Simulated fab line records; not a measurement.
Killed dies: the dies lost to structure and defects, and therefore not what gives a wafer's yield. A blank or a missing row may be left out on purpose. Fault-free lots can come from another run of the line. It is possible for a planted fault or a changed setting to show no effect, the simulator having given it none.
fab line records    flow sky130
record lots=12  wafers=36  last_day=50
route steps=708 shown POLY_CUT@317 METAL4@634 VIA4@642 PASSIVATION@693 PAD_OPEN@708
lots untouched by any fault: they come from a run of this same line in which no faults occurred
start_h: hours from the record's first day to the start of the lot's first wafer shown    wait_h: time in hours since the lot's previous step    " same as the row above    L1.1+2: a row that stands for several wafers    - no value present, or no start provided    * or withheld: withheld    < > ~ a bound
route shown NAME@n: a module of which the file shows steps, and the number in the route of the first    usual: mean/standard deviation of fault-free wafers    same: alike in all rows    chamber/n: place in a boat    sites: the reading at each site    _std_site: standard deviation across them    _edge_site: outer sites' mean less inner sites'    radius_mm: how far each site lies from the wafer's centre    mask NAME#n: copy n    behind: the most recent tool/chamber to have shaped the wafer    hold: reason for holding the lot/hours on hold/outcome of the hold    device: transistor that didn't switch, given as n, p or np    end of line: the tests these same wafers got at the end of their route    a step given without rows: its recipe and nothing more    killed: count of dies lost to structure and defects at first sort (not the wafer's yield)    map: a wafer's dies, marking killed ones x, the rest . and places with no die _
set.NAME: setting as actually run; set.NAME@STEP: the setting as run at that earlier step    model.NAME: the simulator's own value behind a step, which no gauge read
the route's steps for a sample of lots (tables are steps, rows are wafers)
services: from which hour (start_h, from the record's first day; less than 0 if before it) a tool's chamber was out of use, for how many hours, and why
## steps
# step SKY_POLY_CUT_ETCH_10
# recipe chemistry=N2/H2  target=BARC  ion_energy_ev=200  source_w=500  bias_w=100  pressure_mtorr=30  n2_flow_sccm=100  h2_flow_sccm=200  stop_on=SiO2  time_s=45.9  target_depth_a=600
# usual chamber_pressure_mTorr=29.996/0.026  drypump_motor_current_A=5.7/0.53  oes_product_au=0.855/0.0051  throttle_valve_pct=13.225/0.0096
lot.wafer  tool         chamber  start_h  wait_h  chamber_pressure_mTorr  drypump_motor_current_A  oes_product_au  rf_hours_counter_h  throttle_valve_pct
L827.4     rie_diel-01  2        556.91   0.0     29.997                  6.4                      0.855           12                  13.223
L827.5     "            0        "        "       30.005                  6.5                      0.847           -                   13.231
L827.6     "            3        "        "       30.031                  5.2                      0.848           -                   13.247
L829.2     rie_diel-01  3        568.86   0.0     29.970                  5.2                      0.857           63                  13.221
L829.3     "            2        "        "       29.980                  6.5                      0.856           12                  13.229
L829.6     "            3        "        "       29.999                  5.2                      0.855           -                   13.217
L828.1     rie_diel-02  3        570.01   0.0     30.027                  5.0                      0.850           1                   13.237
L828.2     "            2        "        "       30.043                  5.6                      0.850           5                   13.207
L828.3     "            0        "        "       29.974                  5.7                      0.855           4                   13.219
L830.2     rie_diel-03  3        602.06   0.0     30.050                  6.5                      0.856           14                  13.240
L830.3     "            2        "        "       30.004                  5.4                      0.866           24                  13.220
L830.5     "            0        "        "       29.982                  5.8                      0.861           -                   13.220
L832.1     rie_diel-01  2        608.52   0.0     30.032                  6.4                      0.857           13                  13.244
L832.2     "            3        "        "       30.017                  5.2                      0.853           64                  13.234
L832.5     "            1        "        "       29.984                  5.0                      0.852           -                   13.224
L835.3     rie_diel-03  1        634.91   0.0     29.976                  6.2                      0.850           6                   13.238
L835.4     "            0        "        "       30.028                  5.8                      0.861           8                   13.226
L835.6     "            1        "        "       29.980                  6.2                      0.853           -                   13.228
L836.1     rie_diel-03  0        638.16   0.0     29.986                  5.8                      0.853           8                   13.226
L836.5     "            2        "        "       29.999                  5.4                      0.853           -                   13.226
L836.6     "            3        "        "       29.954                  6.5                      0.863           -                   13.199
L837.2     rie_diel-02  0        659.06   0.0     29.951                  5.7                      0.864           6                   13.233
L837.3     "            1        "        "       29.997                  5.3                      0.853           6                   13.230
L837.4     "            2        "        "       30.026                  5.6                      0.852           7                   13.223
L838.1     rie_diel-03  3        666.36   0.0     29.986                  6.6                      0.862           15                  13.229
L838.4     "            2        "        "       30.007                  5.4                      0.841           25                  13.234
L838.6     "            2        "        "       29.988                  5.4                      0.854           -                   13.212
L844.2     rie_diel-01  2        699.76   0.0     30.016                  6.4                      0.853           16                  13.223
L844.4     "            0        "        "       30.054                  6.4                      0.854           14                  13.232
L844.5     "            1        "        "       30.023                  5.0                      0.849           -                   13.248
L849.1     rie_diel-01  3        752.11   0.0     30.008                  5.2                      0.858           2                   13.208
L849.3     "            0        "        "       29.989                  6.4                      0.862           15                  13.203
L849.5     "            3        "        "       29.988                  5.2                      0.856           -                   13.238
L850.1     rie_diel-01  0        757.12   0.0     30.000                  6.4                      0.858           15                  13.227
L850.5     "            1        "        "       30.028                  5.0                      0.860           -                   13.238
L850.6     "            2        "        "       30.051                  6.4                      0.861           -                   13.227
# step SKY_METAL4_METAL_ETCH_18
# recipe target_depth_a=8450  stop_on=SiO2  over_etch_frac=0.3  time_s=183.1  chemistry=Cl2/BCl3  resist_sidewall_deg=88  pressure_mtorr=10  icp_w=900  bias_w=48.5  Cl2_flow_sccm=60  bcl3_flow_sccm=30
# usual chamber_pressure_mTorr=9.998/0.0085  drypump_motor_current_A=5.8/0.51  oes_product_au=0.867/0.0065  throttle_valve_pct=22.264/0.01
lot.wafer  tool          chamber  start_h  wait_h  chamber_pressure_mTorr  drypump_motor_current_A  oes_product_au  rf_hours_counter_h  throttle_valve_pct
L827.4     rie_metal-03  1        979.85   0.2     9.998                   5.7                      0.859           -                   22.267
L827.5     "             1        "        "       10.001                  5.7                      0.859           -                   22.252
L827.6     "             1        "        "       9.998                   5.7                      0.871           -                   22.267
L829.2     rie_metal-01  0        987.50   0.1     9.996                   5.4                      0.867           -                   22.251
L829.3     "             0        "        "       10.003                  5.4                      0.874           -                   22.267
L829.6     "             0        "        "       9.986                   5.4                      0.862           -                   22.278
L828.1     rie_metal-02  0        991.00   0.0     10.001                  6.5                      0.871           2                   22.260
L828.2     "             1        "        "       9.984                   6.3                      0.866           6                   22.244
L828.3     "             1        "        "       10.002                  6.3                      0.861           -                   22.269
L830.2     rie_metal-03  1        1014.40  0.1     9.991                   5.7                      0.860           -                   22.259
L830.3     "             1        "        "       9.999                   5.7                      0.875           -                   22.270
L830.5     "             1        "        "       9.991                   5.7                      0.861           -                   22.265
L832.1     rie_metal-02  1        1021.59  0.0     10.001                  6.3                      0.870           8                   22.287
L832.2     "             0        "        "       10.005                  6.5                      0.855           4                   22.265
L832.5     "             1        "        "       9.995                   6.3                      0.867           -                   22.254
L835.3     rie_metal-02  0        1041.78  0.1     10.004                  6.5                      0.861           -                   22.248
L835.4     "             1        "        "       9.985                   6.3                      0.866           -                   22.257
L835.6     "             0        "        "       9.990                   6.5                      0.868           -                   22.270
L836.1     rie_metal-02  0        1043.82  0.0     9.988                   6.5                      0.878           6                   22.259
L836.5     "             0        "        "       9.987                   6.5                      0.867           -                   22.269
L836.6     "             1        "        "       10.005                  6.3                      0.876           -                   22.255
L837.2     rie_metal-01  1        1056.62  0.0     9.994                   5.1                      0.877           2                   22.275
L837.3     "             1        "        "       9.998                   5.1                      0.860           -                   22.266
L837.4     "             0        "        "       9.984                   5.4                      0.869           -                   22.258
L838.1     rie_metal-03  0        1065.26  0.0     9.997                   5.0                      0.863           16                  22.267
L838.4     "             0        "        "       10.001                  5.0                      0.863           -                   22.263
L838.6     "             1        "        "       10.005                  5.7                      0.868           -                   22.256
L844.2     rie_metal-02  1        1088.81  0.0     10.003                  6.3                      0.871           14                  22.275
L844.4     "             0        "        "       9.998                   6.5                      0.866           -                   22.259
L844.5     "             1        "        "       10.012                  6.3                      0.858           -                   22.280
L849.1     rie_metal-03  1        1126.49  0.0     10.003                  5.7                      0.857           23                  22.252
L849.3     "             0        "        "       10.003                  5.1                      0.866           -                   22.260
L849.5     "             1        "        "       9.989                   5.7                      0.861           -                   22.240
L850.1     rie_metal-01  0        1132.41  0.0     9.990                   5.4                      0.872           23                  22.274
L850.5     "             0        "        "       10.014                  5.4                      0.872           -                   22.281
L850.6     "             1        "        "       9.991                   5.0                      0.869           -                   22.246
# step SKY_VIA4_BOW_MEAS_03
# recipe mode=bow
# usual VIA4_BOW=79/7.7
lot.wafer  tool           chamber  start_h  wait_h  VIA4_BOW[um]
L827.4     film_metro-01  -        981.27   0.2     61
L827.5     "              -        "        "       77
L827.6     "              -        "        "       65
L829.2     film_metro-04  -        988.95   0.1     94
L829.3     "              -        "        "       92
L829.6     "              -        "        "       88
L828.1     film_metro-03  -        992.31   0.2     85
L828.2     "              -        "        "       71
L828.3     "              -        "        "       76
L830.2     film_metro-01  -        1015.85  0.2     86
L830.3     "              -        "        "       85
L830.5     "              -        "        "       77
L832.1     film_metro-04  -        1022.91  0.3     82
L832.2     "              -        "        "       85
L832.5     "              -        "        "       81
L835.3     film_metro-04  -        1043.10  0.2     86
L835.4     "              -        "        "       98
L835.6     "              -        "        "       73
L836.1     film_metro-04  -        1045.16  0.1     74
L836.5     "              -        "        "       80
L836.6     "              -        "        "       91
L837.2     film_metro-01  -        1057.99  0.3     94
L837.3     "              -        "        "       90
L837.4     "              -        "        "       94
L838.1     film_metro-01  -        1066.61  0.1     67
L838.4     "              -        "        "       79
L838.6     "              -        "        "       79
L844.2     film_metro-03  -        1090.14  0.2     85
L844.4     "              -        "        "       88
L844.5     "              -        "        "       92
L849.1     film_metro-01  -        1127.80  0.1     92
L849.3     "              -        "        "       77
L849.5     "              -        "        "       82
L850.1     film_metro-01  -        1134.13  0.1     76
L850.5     "              -        "        "       75
L850.6     "              -        "        "       84
# step SKY_PASSIVATION_STRIP_12
# recipe chemistry=O2/N2  power_w=1400  pressure_mtorr=1500  platen_temp_c=withheld  overash_fraction=0.7  o2_flow_sccm=3000  n2_flow_sccm=300
# usual chamber_pressure_mTorr=1500.0/1.4  drypump_motor_current_A=5.8/0.34  oes_product_au=0.661/0.0046  strip_time_to_endpoint_s=31.53/0.16
lot.wafer  tool             chamber  start_h  wait_h  chamber_pressure_mTorr  drypump_motor_current_A  oes_product_au  rf_hours_counter_h  strip_time_to_endpoint_s
L827.4     plasma_asher-02  1        1051.47  0.1     1503.0                  5.6                      0.658           -                   31.49
L827.5     "                0        "        "       1501.6                  5.9                      0.665           -                   31.43
L827.6     "                1        "        "       1502.8                  5.6                      0.658           -                   31.59
L829.2     plasma_asher-02  1        1059.32  0.1     1500.8                  5.6                      0.650           30                  31.55
L829.3     "                1        "        "       1498.4                  5.6                      0.652           -                   31.83
L829.6     "                1        "        "       1502.0                  5.6                      0.662           -                   31.55
L828.1     plasma_asher-02  0        1061.09  0.1     1500.5                  5.9                      0.671           30                  31.58
L828.2     "                1        "        "       1498.5                  5.6                      0.657           30                  31.56
L828.3     "                1        "        "       1499.6                  5.6                      0.660           -                   31.63
L830.2     plasma_asher-03  0        1083.22  0.1     1500.6                  6.3                      0.666           2                   31.67
L830.3     "                1        "        "       1501.8                  5.7                      0.663           -                   31.64
L830.5     "                1        "        "       1496.4                  5.7                      0.661           -                   31.70
L832.1     plasma_asher-01  0        1089.96  0.1     1501.7                  5.3                      0.659           63                  31.64
L832.2     "                1        "        "       1502.2                  6.3                      0.657           63                  31.65
L832.5     "                1        "        "       1499.8                  6.3                      0.661           -                   31.72
L835.3     plasma_asher-03  0        1108.65  0.1     1500.5                  6.3                      0.662           -                   31.40
L835.4     "                1        "        "       1501.0                  5.7                      0.658           -                   31.33
L835.6     "                1        "        "       1499.0                  5.7                      0.658           -                   31.40
L836.1     plasma_asher-02  1        1111.06  0.1     1498.3                  5.6                      0.663           35                  31.57
L836.5     "                0        "        "       1500.8                  5.9                      0.662           -                   31.52
L836.6     "                1        "        "       1500.2                  5.6                      0.661           -                   31.54
L837.2     plasma_asher-03  0        1122.72  0.1     1500.9                  6.3                      0.656           6                   31.31
L837.3     "                0        "        "       1500.6                  6.3                      0.665           -                   31.10
L837.4     "                1        "        "       1500.7                  5.7                      0.663           -                   31.30
L838.1     plasma_asher-01  0        1130.01  0.1     1500.8                  5.3                      0.657           67                  31.63
L838.4     "                1        "        "       1501.9                  6.3                      0.665           -                   31.68
L838.6     "                0        "        "       1498.6                  5.3                      0.661           -                   31.53
L844.2     plasma_asher-02  0        1152.79  0.1     1496.5                  5.9                      0.662           39                  31.62
L844.4     "                0        "        "       1501.0                  5.9                      0.658           -                   31.62
L844.5     "                0        "        "       1501.4                  5.9                      0.668           -                   31.58
L849.1     plasma_asher-02  0        1182.82  0.1     1499.3                  5.9                      0.660           42                  31.70
L849.3     "                1        "        "       1500.3                  5.6                      0.663           -                   31.65
L849.5     "                1        "        "       1500.2                  5.6                      0.657           -                   31.60
L850.1     plasma_asher-02  1        1186.99  0.1     1500.3                  5.6                      0.657           42                  31.56
L850.5     "                1        "        "       1498.2                  5.6                      0.652           -                   31.51
L850.6     "                0        "        "       1503.3                  5.9                      0.664           -                   31.48
# step SKY_PAD_OPEN_PROBE_99
# usual killed_at_M0_to_M3=42/6.4  killed_at_M4_up=3.2/1.9  killed_at_contacts=24/4.8  killed_at_front_end=16/4.4  killed_at_other=0.3/0.55  killed_dies=86/8.6  killed_open=46/6.6  killed_short=39/5.7
# same gross_dies=492  killed_at_back_side=0
lot.wafer  tool       chamber  start_h  wait_h  killed_at_M0_to_M3  killed_at_M4_up  killed_at_contacts  killed_at_front_end  killed_at_other  killed_dies  killed_open  killed_short
L836.1     prober-01  -        1132.44  0.1     27                  2                22                  74                   1                126          33           35
L836.5     prober-01  -        1132.64  0.2     26                  1                21                  80                   1                129          32           36
L836.6     prober-01  -        1132.69  0.2     28                  1                29                  78                   1                137          43           34
L838.1     prober-02  -        1150.48  0.1     37                  3                24                  73                   0                137          51           26
L838.4     prober-02  -        1150.63  0.2     33                  4                22                  69                   0                128          35           34
L838.6     prober-02  -        1150.73  0.2     36                  2                26                  82                   0                146          43           41
# killed by level:class
L836.1 POLY_CUT:unspecified=58 CONTACT:geometric_particle:open=9 LI_CONTACT:geometric_particle:open=5 VIA3:geometric_particle:open=5 FIELD_ISO:geometric_particle:short=4 VIA2:geometric_particle:open=4 METAL3:geometric_particle:short=4 FIELD_ISO:geometric_particle:open=3
L836.5 POLY_CUT:unspecified=59 FIELD_ISO:geometric_particle:open=7 CONTACT:geometric_particle:open=6 VIA2:geometric_particle:short=5 FIELD_ISO:geometric_particle:short=4 LI_CONTACT:geometric_particle:open=4 LOCAL_INTERCONNECT:geometric_particle:short=4 CONTACT:geometric_particle:short=4
L836.6 POLY_CUT:unspecified=58 CONTACT:geometric_particle:open=12 VIA1:geometric_particle:open=7 LI_CONTACT:geometric_particle:open=6 METAL2:geometric_particle:short=6 FIELD_ISO:geometric_particle:open=5 CONTACT:geometric_particle:short=5 FIELD_ISO:geometric_particle:short=4
L838.1 POLY_CUT:unspecified=60 CONTACT:geometric_particle:open=14 VIA2:geometric_particle:open=11 VIA1:geometric_particle:open=8 LI_CONTACT:geometric_particle:open=6 METAL1:geometric_particle:short=6 FIELD_ISO:geometric_particle:open=5 POLY_GATE:geometric_particle:short=3
L838.4 POLY_CUT:unspecified=59 VIA1:geometric_particle:open=9 CONTACT:geometric_particle:short=6 VIA2:geometric_particle:open=5 FIELD_ISO:geometric_particle:open=4 LI_CONTACT:geometric_particle:open=4 LOCAL_INTERCONNECT:geometric_particle:short=4 METAL1:geometric_particle:short=4
L838.6 POLY_CUT:unspecified=62 CONTACT:geometric_particle:open=9 VIA1:geometric_particle:open=8 FIELD_ISO:geometric_particle:short=7 LI_CONTACT:geometric_particle:open=7 VIA2:geometric_particle:open=7 LOCAL_INTERCONNECT:geometric_particle:short=6 VIA3:geometric_particle:open=6
## services
tool             chamber  start_h  hours  kind
rie_diel-03      3        549.47   6.7    repair
rie_diel-01      0        598.97   1.4    repair
rie_diel-03      1        605.62   8.5    repair
plasma_asher-02  -        670.67   3.7    repair
plasma_asher-02  -        674.76   6.2    repair
rie_metal-03     -        676.48   0.1    repair
plasma_asher-02  -        717.25   1.3    repair
plasma_asher-02  -        733.75   9.0    pm
rie_metal-03     0        752.81   3.8    repair
rie_metal-03     0        768.88   11.3   repair
plasma_asher-02  -        792.56   14.6   pm
rie_diel-01      -        813.41   2.8    pm
rie_diel-03      3        859.84   3.5    repair
rie_diel-03      0        874.78   11.9   repair
rie_diel-01      1        876.91   86.9   repair
rie_metal-03     -        901.08   0.5    repair
plasma_asher-02  -        902.56   6.1    repair
rie_diel-01      2        913.82   1.8    repair
rie_diel-03      1        929.57   8.1    repair
plasma_asher-02  -        1019.84  2.8    pm
rie_diel-01      -        1026.96  0.9    repair
rie_diel-01      1        1089.77  8.5    repair
rie_diel-01      3        1150.25  9.7    repair
rie_diel-01      3        1185.29  5.8    repair
## key
first_sign step=SKY_PAD_OPEN_PROBE_99  reading=killed_at_front_end  direction=up  sigmas=14  usual=16  struck=76
effect step=SKY_PAD_OPEN_PROBE_99  reading=killed_dies  direction=up  sigmas=5.6  usual=86  struck=134
met_at SKY_POLY_CUT_ETCH_10
struck_lots L836,L838
tester_left_out L836,L838
not_acting_at SKY_METAL4_METAL_ETCH_18,SKY_VIA4_BOW_MEAS_03,SKY_PASSIVATION_STRIP_12
onset_between 634.91 638.16
fault kind=chamber_particle_source  tool=rie_diel-03  chamber=-  onset_h=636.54  steps=SKY_POLY_CUT_ETCH_10  rate_per_visit_cm2=1.1937  end_h=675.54
# tester_left_out: of these lots the tester's yield and bins aren't shown, on N5 and GAA mostly nor the transistor test; their killed dies are dies lost to structure and defects alone, not to doping, threshold or leakage, so they don't give the yield
